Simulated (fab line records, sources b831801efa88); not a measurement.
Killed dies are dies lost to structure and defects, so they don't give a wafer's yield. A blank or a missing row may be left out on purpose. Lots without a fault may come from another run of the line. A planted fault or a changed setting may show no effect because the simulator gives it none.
A struck lot beside a sound one | flow sky130 | 18 steps out of a route of 708
Sound: wafers L541.3, L541.5, L541.6. Struck: wafers L530.1, L530.5, L530.6. The cause comes at the end.
At each step with rows: each side's tool, then ch and its chambers, then its first start. Under that, the readings that differ: sound wafers | struck wafers | difference of the means | sigmas: that difference in standard deviations of wafers without a fault.
alike: readings whose means differ by less than 2 such deviations, and words and numbers that are the same on both sides. not compared: withheld readings, readings that some wafer has no value for, bounds like >300 that may hide the same value, and numbers for which the record gives no deviation and whose values overlap.
The two part at a step that has a row with sigmas, a row that says differs or no value, or rows on one side only. Numbers that don't overlap but have no deviation are shown without sigmas and don't part them. A reading that every wafer of one side lacks parts them only if that side has two wafers or more.

first, 2 steps without rows for these wafers: SKY_GATE_OXIDE_CLEAN_00 (cleans in SC1/SC2, time 150 s); SKY_GATE_OXIDE_OXIDATION_01 (stabilise 600 s, purge 300 s, target thk 10.268 nm).
SKY_GATE_OXIDE_THK_MEAS_02:
  sound on film_metro-03, day 17 23:44; struck on film_metro-01, day 15 00:05
  alike: GATE_OXIDE_OXIDATION_00_THK
then, 7 steps without rows for these wafers: SKY_GATE_OXIDE_DEHYDRATE_03 (time 60 s); SKY_GATE_OXIDE_HMDS_04 (prime time 60 s); SKY_GATE_OXIDE_COAT_05 (resist thk 1140 nm); SKY_GATE_OXIDE_SOFTBAKE_06 (time 60 s); SKY_GATE_OXIDE_EXPOSE_07 (exposes mask LVOM, target cd 600 nm); SKY_GATE_OXIDE_PEB_08; SKY_GATE_OXIDE_DEVELOP_09 (develop time 60 s).
SKY_GATE_OXIDE_OVL_MEAS_10:
  sound on overlay-02, day 19 05:41; struck on overlay-02, day 16 02:55
  alike: GATE_OXIDE_OVL
then, 1 step without rows for these wafers: SKY_GATE_OXIDE_IMPLANT_11.
SKY_GATE_OXIDE_WET_ETCH_12: etches SiO2 in dHF, target depth 16.8 nm, time 336 s.
  sound on wet_bench-04 ch 2, day 19 05:52; struck on wet_bench-01 ch 3, day 16 03:06
  reading                                    | sound             | struck            | difference | sigmas
  run_length_s (s)                           | 361 361 361       | 156 156 156       | -205       | -62
  model.SiO2_of_FIELD_ISO_CVD_24.thk_nm (nm) | 366.7 368.3 366.7 | 376.9 376.2 376.4 | +9.3       |
  alike: bath_heat_duty_pct
SKY_GATE_OXIDE_STRIP_13: strips in O2/N2.
  sound on plasma_asher-02 ch 0,1, day 19 06:00; struck on plasma_asher-04 ch 0,1, day 16 03:13
  alike: drypump_motor_current_A, oes_product_au, strip_time_to_endpoint_s
  not compared: rf_hours_counter_h
SKY_GATE_OXIDE_TW_MEAS_14:
  sound on film_metro-02, day 19 06:05; struck on film_metro-03, day 16 03:19
  alike: GATE_OXIDE_TW
SKY_GATE_OXIDE_CLEAN_15: cleans in SC1/SC2, time 150 s.
  sound on wet_bench-01 ch 2, day 19 06:08; struck on wet_bench-01 ch 0, day 16 03:22
  reading                                    | sound         | struck            | difference | sigmas
  model.SiO2_of_FIELD_ISO_CVD_24.thk_nm (nm) | 366 367.6 366 | 376.2 375.5 375.7 | +9.3       |
  alike: bath_heat_duty_pct
then, 1 step without rows for these wafers: SKY_GATE_OXIDE_OXIDATION_16 (stabilise 600 s, purge 300 s, target thk 3.57 nm).
-- the record jumps here: 31 days lie between the struck wafers' starts before and after (it left off in module GATE_OXIDE and takes up again in module PAD_OPEN, whose first step shown is number 708 of the route) --
SKY_PAD_OPEN_PROBE_99:
  the record has rows for the struck wafers here (prober-02, day 47 08:42) and none for the sound ones

WHERE THEY PART
First at SKY_GATE_OXIDE_WET_ETCH_12; last, within this record, at SKY_PAD_OPEN_PROBE_99.

WHY: what the simulator had put in
Process parameter drift: wet_bench-01, from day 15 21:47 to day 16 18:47, at SKY_GATE_OXIDE_WET_ETCH_12. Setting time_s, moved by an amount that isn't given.
